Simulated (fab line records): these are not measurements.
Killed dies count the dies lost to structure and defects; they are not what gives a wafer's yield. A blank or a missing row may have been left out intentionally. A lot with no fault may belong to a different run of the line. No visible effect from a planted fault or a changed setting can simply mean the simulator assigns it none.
Which tool was responsible? :: flow sky130 :: Sampling: 15 lots, 45 wafers, 2 of 708 route steps

## WHAT THE GAUGES SHOWED, per wafer
No reading from a measuring or inspecting step in the record can be judged against a usual standard deviation.

## EACH LOT AND THE TOOL THAT RAN IT (in order: tool; ch and the chambers of the sampled wafers; start)
lot: L706
SKY_METAL5_SPUTTER_02: pvd sputter-03, day 42 11:43
SKY_PAD_OPEN_PROBE_99: prober-01, day 45 10:25

lot: L707
SKY_METAL5_SPUTTER_02: pvd sputter-01, day 43 01:19
SKY_PAD_OPEN_PROBE_99: -

lot: L708
SKY_METAL5_SPUTTER_02: pvd sputter-02, day 43 14:42
SKY_PAD_OPEN_PROBE_99: -

lot: L710
SKY_METAL5_SPUTTER_02: pvd sputter-03, day 44 01:55
SKY_PAD_OPEN_PROBE_99: -

lot: L709
SKY_METAL5_SPUTTER_02: pvd sputter-01, day 44 02:38
SKY_PAD_OPEN_PROBE_99: prober-01, day 46 21:01

lot: L711
SKY_METAL5_SPUTTER_02: pvd sputter-01, day 44 04:14
SKY_PAD_OPEN_PROBE_99: -

lot: L712
SKY_METAL5_SPUTTER_02: pvd sputter-03, day 44 17:14
SKY_PAD_OPEN_PROBE_99: -

lot: L713
SKY_METAL5_SPUTTER_02: pvd sputter-01, day 44 20:09
SKY_PAD_OPEN_PROBE_99: -

lot: L717
SKY_METAL5_SPUTTER_02: pvd sputter-01, day 46 01:26
SKY_PAD_OPEN_PROBE_99: -

lot: L718
SKY_METAL5_SPUTTER_02: pvd sputter-01, day 46 09:02
SKY_PAD_OPEN_PROBE_99: prober-02, day 48 22:52

lot: L720
SKY_METAL5_SPUTTER_02: pvd sputter-01, day 46 14:38
SKY_PAD_OPEN_PROBE_99: -

lot: L722
SKY_METAL5_SPUTTER_02: pvd sputter-03, day 47 00:04
SKY_PAD_OPEN_PROBE_99: -

lot: L724
SKY_METAL5_SPUTTER_02: pvd sputter-02, day 47 06:55
SKY_PAD_OPEN_PROBE_99: prober-01, day 49 18:52

lot: L725
SKY_METAL5_SPUTTER_02: pvd sputter-03, day 47 20:27
SKY_PAD_OPEN_PROBE_99: prober-02, day 50 05:10

lot: L726
SKY_METAL5_SPUTTER_02: pvd sputter-03, day 48 02:03
SKY_PAD_OPEN_PROBE_99: prober-01, day 50 10:26
- SKY_METAL5_SPUTTER_02: material AlCu, target thk 1150 nm, time 61.2 s.
- SKY_PAD_OPEN_PROBE_99

## WHAT THE TOOLS THEMSELVES READ (means of the sampled wafers that have a number; where no wafer has one, the mark that the record gives instead)
SKY_METAL5_SPUTTER_02.
lot: L706
tool: pvd sputter-03
cathode dc power W (W): 10602
throttle valve pct (%): 30.6

lot: L707
tool: pvd sputter-01
cathode dc power W (W): 10597
throttle valve pct (%): 30.3

lot: L708
tool: pvd sputter-02
cathode dc power W (W): 10599
throttle valve pct (%): 31.7

lot: L710
tool: pvd sputter-03
cathode dc power W (W): 10602
throttle valve pct (%): 29.4

lot: L709
tool: pvd sputter-01
cathode dc power W (W): 10601
throttle valve pct (%): 30.5

lot: L711
tool: pvd sputter-01
cathode dc power W (W): 10600
throttle valve pct (%): 30.1

lot: L712
tool: pvd sputter-03
cathode dc power W (W): 10599
throttle valve pct (%): 29.5

lot: L713
tool: pvd sputter-01
cathode dc power W (W): 10598
throttle valve pct (%): 29.9

lot: L717
tool: pvd sputter-01
cathode dc power W (W): 10915
throttle valve pct (%): 30.9

lot: L718
tool: pvd sputter-01
cathode dc power W (W): 10916
throttle valve pct (%): 30.8

lot: L720
tool: pvd sputter-01
cathode dc power W (W): 10916
throttle valve pct (%): 30.5

lot: L722
tool: pvd sputter-03
cathode dc power W (W): 10600
throttle valve pct (%): 30.7

lot: L724
tool: pvd sputter-02
cathode dc power W (W): 10599
throttle valve pct (%): 30.1

lot: L725
tool: pvd sputter-03
cathode dc power W (W): 10600
throttle valve pct (%): 29.9

lot: L726
tool: pvd sputter-03
cathode dc power W (W): 10599
throttle valve pct (%): 29.4

SKY_PAD_OPEN_PROBE_99.
lot: L706
tool: prober-01
defect limited yield (%): 82.2
killed_at_M0_to_M3: 45
killed_at_M4_up: 4.3
killed at contacts: 20
killed at front end: 18
killed at other: 0.3
killed dies: 88
killed open: 52
killed short: 36
sort_bin_3_pad_short (%): 0.8
sort_bin_5_function (%): 10.9
sort_bin_6_memory (%): 6.1
sort n pass: 404
sort yield pct (%): 82.2

lot: L709
tool: prober-01
defect limited yield (%): 83.5
killed_at_M0_to_M3: 35
killed_at_M4_up: 5.0
killed at contacts: 27
killed at front end: 14
killed at other: 0.3
killed dies: 81
killed open: 43
killed short: 38
sort_bin_3_pad_short (%): 1.1
sort_bin_5_function (%): 8.6
sort_bin_6_memory (%): 6.7
sort n pass: 411
sort yield pct (%): 83.5

lot: L718
tool: prober-02
defect limited yield (%): 82.2
killed_at_M0_to_M3: 47
killed_at_M4_up: 2.0
killed at contacts: 21
killed at front end: 17
killed at other: 0.0
killed dies: 87
killed open: 54
killed short: 34
sort_bin_3_pad_short (%): 0.6
sort_bin_5_function (%): 10.4
sort_bin_6_memory (%): 6.8
sort n pass: 405
sort yield pct (%): 82.2

lot: L724
tool: prober-01
defect limited yield (%): 82.8
killed_at_M0_to_M3: 46
killed_at_M4_up: 4.0
killed at contacts: 22
killed at front end: 12
killed at other: 0.0
killed dies: 84
killed open: 39
killed short: 46
sort_bin_3_pad_short (%): 1.2
sort_bin_5_function (%): 9.8
sort_bin_6_memory (%): 6.2
sort n pass: 408
sort yield pct (%): 82.8

lot: L725
tool: prober-02
defect limited yield (%): 84.7
killed_at_M0_to_M3: 41
killed_at_M4_up: 3.0
killed at contacts: 19
killed at front end: 12
killed at other: 0.3
killed dies: 75
killed open: 40
killed short: 34
sort_bin_3_pad_short (%): 0.5
sort_bin_5_function (%): 9.1
sort_bin_6_memory (%): 5.7
sort n pass: 417
sort yield pct (%): 84.7

lot: L726
tool: prober-01
defect limited yield (%): 83.5
killed_at_M0_to_M3: 45
killed_at_M4_up: 2.3
killed at contacts: 24
killed at front end: 10
killed at other: 0.3
killed dies: 81
killed open: 42
killed short: 39
sort_bin_3_pad_short (%): 1.1
sort_bin_5_function (%): 9.1
sort_bin_6_memory (%): 6.4
sort n pass: 411
sort yield pct (%): 83.5

## THE ANSWER, worked out from the rows above alone
Rule: the usual values come from the lots themselves. Put in order of their means at a reading, lots are off if they are a third of the lots or fewer, leave a main group of 4 or more, and stand apart from it by a gap of 3 or more times the standard deviation of the main group's means; of several such gaps the widest counts. If all means in a main group match to the digits the tables above print for the reading, that group is not used. A lot without any number at a reading at which 4 lots or more have one is off too. Any other lot the step has rows for is counted as sound. Order of review: gauges by route order, followed by the tools' own readings, for which a lot's mean as printed above is used. At the first step where some lot is off, the reading lying furthest off is the one used; lots without a number count as furthest.
Off: L717, L718, L720, at SKY_METAL5_SPUTTER_02 (cathode dc power W). Main group: mean 10600 W, sd 1.4.
A tool fits if, at that step or a process step before it, it ran every lot that is off, and no sound lot after the first of them. One candidate fits, namely pvd sputter-01 at SKY_METAL5_SPUTTER_02. A fault onset in the window from L713 (day 44 20:09, its last sound lot) to L717 (day 46 01:26, its first lot off) fits.
The tool's own readings at SKY_METAL5_SPUTTER_02 bear it out: on the lots that are off they differ by more than 5 times the standard deviation of the sound lots' means. cathode dc power W reads 10916 W there against 10600 W on the sound lots.

## WHAT HAD BEEN PUT IN BY THE SIMULATOR
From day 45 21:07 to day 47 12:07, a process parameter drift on pvd sputter-01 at SKY_METAL5_SPUTTER_02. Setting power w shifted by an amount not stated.
Struck lots among those shown: L717, L718, L720. Same finding as the rule above.
